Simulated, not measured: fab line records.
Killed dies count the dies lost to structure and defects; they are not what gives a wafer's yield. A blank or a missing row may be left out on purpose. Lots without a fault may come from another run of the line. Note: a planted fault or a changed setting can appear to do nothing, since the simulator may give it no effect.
Which tool is to blame? || flow sky130 || Sampling: 10 lots, 30 wafers, 6 of 708 route steps

== WHAT THE GAUGES READ, wafer by wafer ==
SKY_SD_N_OVL_MEAS_08. Usual: SD_N_OVL typically reads 0.7 nm, with standard deviation 1.4.
{"lot": "L510", "measured": "day 27 15:22", "on": "overlay-01", "SD_N_OVL (nm)": "1.5 0.6 1.1", "flag": ""}
{"lot": "L512", "measured": "day 28 00:32", "on": "overlay-01", "SD_N_OVL (nm)": "-0.4 0.9 -0.2", "flag": ""}
{"lot": "L516", "measured": "day 29 14:37", "on": "overlay-01", "SD_N_OVL (nm)": "-0.2 2.5 0.4", "flag": ""}
{"lot": "L519", "measured": "day 30 20:21", "on": "overlay-02", "SD_N_OVL (nm)": "1.1 0.7 0.1", "flag": ""}
{"lot": "L520", "measured": "day 31 07:27", "on": "overlay-02", "SD_N_OVL (nm)": "1.2 1.0 -0.7", "flag": ""}
{"lot": "L521", "measured": "day 31 08:55", "on": "overlay-02", "SD_N_OVL (nm)": "0.3 1.6 0.8", "flag": ""}
{"lot": "L523", "measured": "day 31 21:10", "on": "overlay-02", "SD_N_OVL (nm)": "-0.1 0.8 1.2", "flag": ""}
{"lot": "L533", "measured": "day 35 18:31", "on": "overlay-02", "SD_N_OVL (nm)": "0.7 1.0 0.4", "flag": ""}
{"lot": "L530", "measured": "day 35 18:13", "on": "overlay-02", "SD_N_OVL (nm)": "2.1 0.7 2.0", "flag": ""}
{"lot": "L529", "measured": "day 35 20:49", "on": "overlay-02", "SD_N_OVL (nm)": "-0.1 -0.1 -1.7", "flag": ""}

SKY_LI_CONTACT_CD_MEAS_12: the cd target is 170 nm. Usual: 170.0 nm for cd nm, sd 1.6.
{"lot": "L510", "measured": "day 28 21:25", "on": "cd sem-02", "cd nm (nm)": "170.9 169.5 170.1", "flag": ""}
{"lot": "L512", "measured": "day 29 06:54", "on": "cd sem-01", "cd nm (nm)": "168.9 169.7 168.3", "flag": ""}
{"lot": "L516", "measured": "day 30 19:43", "on": "cd sem-02", "cd nm (nm)": "168.5 168.3 167.4", "flag": ""}
{"lot": "L519", "measured": "day 32 01:37", "on": "cd sem-01", "cd nm (nm)": "172.8 172.8 173.2", "flag": ""}
{"lot": "L520", "measured": "day 32 11:59", "on": "cd sem-01", "cd nm (nm)": "170.7 169.9 169.4", "flag": ""}
{"lot": "L521", "measured": "day 32 13:11", "on": "cd sem-02", "cd nm (nm)": "170.3 169.6 169.8", "flag": ""}
{"lot": "L523", "measured": "day 33 01:58", "on": "cd sem-02", "cd nm (nm)": "172.3 172.8 172.2", "flag": ""}
{"lot": "L533", "measured": "day 36 22:32", "on": "cd sem-01", "cd nm (nm)": "167.2 168.7 168.2", "flag": ""}
{"lot": "L530", "measured": "day 36 21:58", "on": "cd sem-02", "cd nm (nm)": "170.6 173.3 171.8", "flag": ""}
{"lot": "L529", "measured": "day 37 00:46", "on": "cd sem-02", "cd nm (nm)": "169.4 170.3 171.0", "flag": ""}

SKY_LOCAL_INTERCONNECT_RS_MEAS_01: a four-point-probe measurement. Usual: LOCAL_INTERCONNECT_TIN_RS typically reads 14.19 ohm/sq, with standard deviation 0.21.
{"lot": "L510", "measured": "day 28 22:47", "on": "film metro-02", "LOCAL_INTERCONNECT_TIN_RS (ohm/sq)": "14.00 14.01 14.13", "flag": ""}
{"lot": "L512", "measured": "day 29 08:17", "on": "film metro-02", "LOCAL_INTERCONNECT_TIN_RS (ohm/sq)": "14.17 13.99 14.18", "flag": ""}
{"lot": "L516", "measured": "day 30 21:07", "on": "film metro-01", "LOCAL_INTERCONNECT_TIN_RS (ohm/sq)": "14.21 14.24 14.72", "flag": ""}
{"lot": "L519", "measured": "day 32 04:31", "on": "film metro-04", "LOCAL_INTERCONNECT_TIN_RS (ohm/sq)": "10.42 14.46 14.26", "flag": "OFF"}
{"lot": "L520", "measured": "day 32 13:23", "on": "film metro-01", "LOCAL_INTERCONNECT_TIN_RS (ohm/sq)": "10.50 14.67 14.28", "flag": "OFF"}
{"lot": "L521", "measured": "day 32 14:35", "on": "film metro-02", "LOCAL_INTERCONNECT_TIN_RS (ohm/sq)": "14.37 14.02 14.10", "flag": ""}
{"lot": "L523", "measured": "day 33 03:22", "on": "film metro-04", "LOCAL_INTERCONNECT_TIN_RS (ohm/sq)": "10.38 14.08 14.41", "flag": "OFF"}
{"lot": "L533", "measured": "day 36 23:55", "on": "film metro-02", "LOCAL_INTERCONNECT_TIN_RS (ohm/sq)": "14.49 14.28 14.74", "flag": ""}
{"lot": "L530", "measured": "day 36 23:21", "on": "film metro-04", "LOCAL_INTERCONNECT_TIN_RS (ohm/sq)": "14.25 14.09 14.11", "flag": ""}
{"lot": "L529", "measured": "day 37 02:08", "on": "film metro-01", "LOCAL_INTERCONNECT_TIN_RS (ohm/sq)": "14.09 14.21 14.14", "flag": ""}

SKY_LOCAL_INTERCONNECT_THK_MEAS_02: measures by xrf. Usual: LOCAL_INTERCONNECT_TIN_THK typically reads 99.1 nm, with standard deviation 1.3.
{"lot": "L510", "measured": "day 28 22:53", "on": "film metro-02", "LOCAL_INTERCONNECT_TIN_THK (nm)": "100.9 100.5 99.3", "flag": ""}
{"lot": "L512", "measured": "day 29 08:24", "on": "film metro-02", "LOCAL_INTERCONNECT_TIN_THK (nm)": "99.4 100.7 99.3", "flag": ""}
{"lot": "L516", "measured": "day 30 21:14", "on": "film metro-01", "LOCAL_INTERCONNECT_TIN_THK (nm)": "99.4 99.0 96.0", "flag": ""}
{"lot": "L519", "measured": "day 32 04:38", "on": "film metro-04", "LOCAL_INTERCONNECT_TIN_THK (nm)": "132.7 97.1 98.6", "flag": "OFF"}
{"lot": "L520", "measured": "day 32 13:31", "on": "film metro-01", "LOCAL_INTERCONNECT_TIN_THK (nm)": "131.9 96.0 98.8", "flag": "OFF"}
{"lot": "L521", "measured": "day 32 14:42", "on": "film metro-02", "LOCAL_INTERCONNECT_TIN_THK (nm)": "98.4 100.9 99.9", "flag": ""}
{"lot": "L523", "measured": "day 33 03:29", "on": "film metro-04", "LOCAL_INTERCONNECT_TIN_THK (nm)": "133.6 99.6 97.9", "flag": "OFF"}
{"lot": "L533", "measured": "day 37 00:02", "on": "film metro-02", "LOCAL_INTERCONNECT_TIN_THK (nm)": "97.9 99.6 96.2", "flag": ""}
{"lot": "L530", "measured": "day 36 23:27", "on": "film metro-04", "LOCAL_INTERCONNECT_TIN_THK (nm)": "98.2 99.2 98.9", "flag": ""}
{"lot": "L529", "measured": "day 37 02:15", "on": "film metro-01", "LOCAL_INTERCONNECT_TIN_THK (nm)": "99.7 99.0 99.3", "flag": ""}

== WHAT TOOL EACH LOT RAN ON (gives the tool, then ch and the chambers of the sampled wafers, and finally the start) ==
{"lot": "L510", "SKY_RES_XHIGH_STRIP_08": "plasma asher-04 ch 0,1, day 26 10:11", "SKY_LOCAL_INTERCONNECT_SPUTTER_00": "pvd sputter-02, day 28 22:41"}
{"lot": "L512", "SKY_RES_XHIGH_STRIP_08": "plasma asher-02 ch 1, day 26 20:15", "SKY_LOCAL_INTERCONNECT_SPUTTER_00": "pvd sputter-04, day 29 08:12"}
{"lot": "L516", "SKY_RES_XHIGH_STRIP_08": "plasma asher-04 ch 0,1, day 28 09:39", "SKY_LOCAL_INTERCONNECT_SPUTTER_00": "pvd sputter-03, day 30 21:02"}
{"lot": "L519", "SKY_RES_XHIGH_STRIP_08": "plasma asher-03 ch 0,1, day 29 17:28", "SKY_LOCAL_INTERCONNECT_SPUTTER_00": "pvd sputter-03, day 32 04:27"}
{"lot": "L520", "SKY_RES_XHIGH_STRIP_08": "plasma asher-02 ch 0,1, day 30 04:26", "SKY_LOCAL_INTERCONNECT_SPUTTER_00": "pvd sputter-03, day 32 13:19"}
{"lot": "L521", "SKY_RES_XHIGH_STRIP_08": "plasma asher-04 ch 0,1, day 30 05:53", "SKY_LOCAL_INTERCONNECT_SPUTTER_00": "pvd sputter-04, day 32 14:31"}
{"lot": "L523", "SKY_RES_XHIGH_STRIP_08": "plasma asher-02 ch 0,1, day 30 17:57", "SKY_LOCAL_INTERCONNECT_SPUTTER_00": "pvd sputter-03, day 33 03:19"}
{"lot": "L533", "SKY_RES_XHIGH_STRIP_08": "plasma asher-03 ch 0,1, day 34 16:20", "SKY_LOCAL_INTERCONNECT_SPUTTER_00": "pvd sputter-03, day 36 23:52"}
{"lot": "L530", "SKY_RES_XHIGH_STRIP_08": "plasma asher-04 ch 0,1, day 34 16:20", "SKY_LOCAL_INTERCONNECT_SPUTTER_00": "pvd sputter-04, day 36 23:14"}
{"lot": "L529", "SKY_RES_XHIGH_STRIP_08": "plasma asher-02 ch 0,1, day 34 18:38", "SKY_LOCAL_INTERCONNECT_SPUTTER_00": "pvd sputter-02, day 37 02:04"}
- SKY_RES_XHIGH_STRIP_08: strips in O2/N2.
- SKY_LOCAL_INTERCONNECT_SPUTTER_00: material TiN, target thk 100 nm, time 83.3 s.

== AS READ BY THE TOOLS THEMSELVES (means over the sampled wafers that have a number; for cases with no such wafer, the mark the record gives instead) ==
SKY_RES_XHIGH_STRIP_08. Usual: drypump motor current A 5.9 A, standard deviation 0.62; oes product au 0.711 a.u., standard deviation 0.0042; strip time to endpoint s 14.27 s, standard deviation 0.047.
{"lot": "L510", "tool": "plasma asher-04", "drypump motor current A (A)": 5.7, "oes product au (a.u.)": 0.711, "strip time to endpoint s (s)": 14.30, "flag": ""}
{"lot": "L512", "tool": "plasma asher-02", "drypump motor current A (A)": 6.5, "oes product au (a.u.)": 0.710, "strip time to endpoint s (s)": 14.31, "flag": ""}
{"lot": "L516", "tool": "plasma asher-04", "drypump motor current A (A)": 5.7, "oes product au (a.u.)": 0.711, "strip time to endpoint s (s)": 14.28, "flag": ""}
{"lot": "L519", "tool": "plasma asher-03", "drypump motor current A (A)": 6.3, "oes product au (a.u.)": 0.712, "strip time to endpoint s (s)": 14.31, "flag": ""}
{"lot": "L520", "tool": "plasma asher-02", "drypump motor current A (A)": 6.1, "oes product au (a.u.)": 0.714, "strip time to endpoint s (s)": 14.31, "flag": ""}
{"lot": "L521", "tool": "plasma asher-04", "drypump motor current A (A)": 6.1, "oes product au (a.u.)": 0.712, "strip time to endpoint s (s)": 14.27, "flag": ""}
{"lot": "L523", "tool": "plasma asher-02", "drypump motor current A (A)": 6.1, "oes product au (a.u.)": 0.710, "strip time to endpoint s (s)": 14.18, "flag": ""}
{"lot": "L533", "tool": "plasma asher-03", "drypump motor current A (A)": 5.9, "oes product au (a.u.)": 0.712, "strip time to endpoint s (s)": 14.25, "flag": ""}
{"lot": "L530", "tool": "plasma asher-04", "drypump motor current A (A)": 6.1, "oes product au (a.u.)": 0.705, "strip time to endpoint s (s)": 14.21, "flag": ""}
{"lot": "L529", "tool": "plasma asher-02", "drypump motor current A (A)": 6.1, "oes product au (a.u.)": 0.714, "strip time to endpoint s (s)": 14.30, "flag": ""}

SKY_LOCAL_INTERCONNECT_SPUTTER_00. Usual: 30.2 % for throttle valve pct, sd 0.68.
{"lot": "L510", "tool": "pvd sputter-02", "throttle valve pct (%)": 31.1, "flag": ""}
{"lot": "L512", "tool": "pvd sputter-04", "throttle valve pct (%)": 30.3, "flag": ""}
{"lot": "L516", "tool": "pvd sputter-03", "throttle valve pct (%)": 29.9, "flag": ""}
{"lot": "L519", "tool": "pvd sputter-03", "throttle valve pct (%)": 30.1, "flag": ""}
{"lot": "L520", "tool": "pvd sputter-03", "throttle valve pct (%)": 30.0, "flag": ""}
{"lot": "L521", "tool": "pvd sputter-04", "throttle valve pct (%)": 30.9, "flag": ""}
{"lot": "L523", "tool": "pvd sputter-03", "throttle valve pct (%)": 30.2, "flag": ""}
{"lot": "L533", "tool": "pvd sputter-03", "throttle valve pct (%)": 29.9, "flag": ""}
{"lot": "L530", "tool": "pvd sputter-04", "throttle valve pct (%)": 30.8, "flag": ""}
{"lot": "L529", "tool": "pvd sputter-02", "throttle valve pct (%)": 30.5, "flag": ""}

== THE ANSWER, worked out from the rows above alone ==
Rule: lot off if the mean of its wafers having a number is beyond 3 standard deviations from the usual mean. A lot without any number at a reading at which 4 lots or more have one is off too. The other lots that the step has rows for count as sound. First the gauges in route order, then the tools' own readings, where a lot's mean is used as printed above. The first step at which some lot is off is used, and at that step the reading that is off furthest; a lot without a number counts as furthest.
Off: L519, L520, L523, seen at SKY_LOCAL_INTERCONNECT_RS_MEAS_01 (LOCAL_INTERCONNECT_TIN_RS).
If a tool, at a process step before that reading, ran all the lots that are off and no sound lot after the first of them, it fits. Those tools and the gauges at SKY_LOCAL_INTERCONNECT_RS_MEAS_01 are tried in the same way. Not one of the candidates tried fits.

== WHAT THE SIMULATOR PUT IN ==
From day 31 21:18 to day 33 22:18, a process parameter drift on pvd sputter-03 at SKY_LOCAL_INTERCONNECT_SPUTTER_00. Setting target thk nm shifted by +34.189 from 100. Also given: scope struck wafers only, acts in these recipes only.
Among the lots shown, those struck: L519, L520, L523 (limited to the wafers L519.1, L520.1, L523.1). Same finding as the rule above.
